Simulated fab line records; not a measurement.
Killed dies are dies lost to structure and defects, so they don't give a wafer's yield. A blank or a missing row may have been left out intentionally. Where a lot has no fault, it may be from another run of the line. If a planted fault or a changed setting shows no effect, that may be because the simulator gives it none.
Check for tools in common / flow sky130 / Lots sampled 11, wafers sampled 33

WHY IT WAS OPENED
At SKY_NWELL_TW_MEAS_26 the reading NWELL_2_TW is flagged on 2 of 11 lots. Fault-free wafers read 495, with a standard deviation of 3.5.
Rule: a lot is flagged when every wafer of it that has a number lies more than 4 standard deviations from that mean, or none has a number. The rest of the lots are taken to be sound.

lot=L203; measured=day 5 07:19; on=filmMetro-04; NWELL_2_TW, wafer by wafer=497 497 498; flag=
lot=L204; measured=day 5 14:17; on=filmMetro-04; NWELL_2_TW, wafer by wafer=498 498 503; flag=
lot=L207; measured=day 6 06:33; on=filmMetro-02; NWELL_2_TW, wafer by wafer=492 492 493; flag=
lot=L208; measured=day 6 10:02; on=filmMetro-04; NWELL_2_TW, wafer by wafer=491 492 493; flag=
lot=L211; measured=day 8 00:48; on=filmMetro-02; NWELL_2_TW, wafer by wafer=492 490 492; flag=
lot=L213; measured=day 8 11:46; on=filmMetro-02; NWELL_2_TW, wafer by wafer=493 492 491; flag=
lot=L215; measured=day 8 12:59; on=filmMetro-04; NWELL_2_TW, wafer by wafer=495 492 495; flag=
lot=L217; measured=day 9 06:22; on=filmMetro-04; NWELL_2_TW, wafer by wafer=503 499 500; flag=
lot=L221; measured=day 10 03:11; on=filmMetro-01; NWELL_2_TW, wafer by wafer=500 499 502; flag=
lot=L224; measured=day 10 16:00; on=filmMetro-04; NWELL_2_TW, wafer by wafer=473 475 474; flag=FLAGGED
lot=L225; measured=day 11 01:36; on=filmMetro-04; NWELL_2_TW, wafer by wafer=475 476 475; flag=FLAGGED
Average over the flagged lots: 475; offset from the usual -20, equal to -6 standard deviations.

WHICH TOOL EACH LOT WENT THROUGH
The record keeps 1 process step preceding the reading, out of 708 steps on the route. In each cell: the tool, then ch and the chambers that the sampled wafers went through, then the start.
lot=L203; flag=; SKY_NWELL_IMPLANT_24=implanter-01 ch 0, day 5 07:04
lot=L204; flag=; SKY_NWELL_IMPLANT_24=implanter-01 ch 0, day 5 14:04
lot=L207; flag=; SKY_NWELL_IMPLANT_24=implanter-04 ch 0, day 6 06:18
lot=L208; flag=; SKY_NWELL_IMPLANT_24=implanter-04 ch 0, day 6 09:47
lot=L211; flag=; SKY_NWELL_IMPLANT_24=implanter-04 ch 0, day 8 00:33
lot=L213; flag=; SKY_NWELL_IMPLANT_24=implanter-03 ch 0, day 8 11:31
lot=L215; flag=; SKY_NWELL_IMPLANT_24=implanter-04 ch 0, day 8 12:44
lot=L217; flag=; SKY_NWELL_IMPLANT_24=implanter-01 ch 0, day 9 06:09
lot=L221; flag=; SKY_NWELL_IMPLANT_24=implanter-01 ch 0, day 10 02:59
lot=L224; flag=FLAGGED; SKY_NWELL_IMPLANT_24=implanter-01 ch 0, day 10 15:45
lot=L225; flag=FLAGGED; SKY_NWELL_IMPLANT_24=implanter-01 ch 0, day 11 01:21
What is done by these steps:
- SKY_NWELL_IMPLANT_24
- SKY_NWELL_TW_MEAS_26

FLAGGED OVER TOTAL, TOOL BY TOOL (the gauges that took the reading come last)
step=SKY_NWELL_IMPLANT_24; tool=implanter-01; lots run=6; flagged=2; share of the flagged lots=all; sound lots run after its first flagged lot=0
step=SKY_NWELL_IMPLANT_24; tool=implanter-03; lots run=1; flagged=0; share of the flagged lots=none; sound lots run after its first flagged lot=-
step=SKY_NWELL_IMPLANT_24; tool=implanter-04; lots run=4; flagged=0; share of the flagged lots=none; sound lots run after its first flagged lot=-
step=SKY_NWELL_TW_MEAS_26; tool=filmMetro-01; lots run=1; flagged=0; share of the flagged lots=none; sound lots run after its first flagged lot=-
step=SKY_NWELL_TW_MEAS_26; tool=filmMetro-02; lots run=3; flagged=0; share of the flagged lots=none; sound lots run after its first flagged lot=-
step=SKY_NWELL_TW_MEAS_26; tool=filmMetro-04; lots run=7; flagged=2; share of the flagged lots=all; sound lots run after its first flagged lot=0

WHAT IS ALLOWED BY THE TABLE
Rows of the table that ran all the flagged lots, 2 in number: implanter-01 at SKY_NWELL_IMPLANT_24; filmMetro-04 at SKY_NWELL_TW_MEAS_26.
- implanter-01 at SKY_NWELL_IMPLANT_24: 2 of its 6 lots flagged. Last sound lot L221 at day 10 02:59, first flagged lot L224 at day 10 15:45; a fault beginning in between fits. Its own readings lie more than 4 standard deviations out on every wafer of the flagged lots: beamOnS, faradayCurrentUA.
- filmMetro-04 at SKY_NWELL_TW_MEAS_26: 2 of its 7 lots flagged. Last sound lot L217 at day 9 06:22, first flagged lot L224 at day 10 16:00; a fault beginning in between fits.
Counting lots can't tell these 2 tools apart, because each fits a fault that began at some hour. More lots, or a look at what each step does to the wafer, might.

WHAT HAD BEEN PUT IN BY THE SIMULATOR
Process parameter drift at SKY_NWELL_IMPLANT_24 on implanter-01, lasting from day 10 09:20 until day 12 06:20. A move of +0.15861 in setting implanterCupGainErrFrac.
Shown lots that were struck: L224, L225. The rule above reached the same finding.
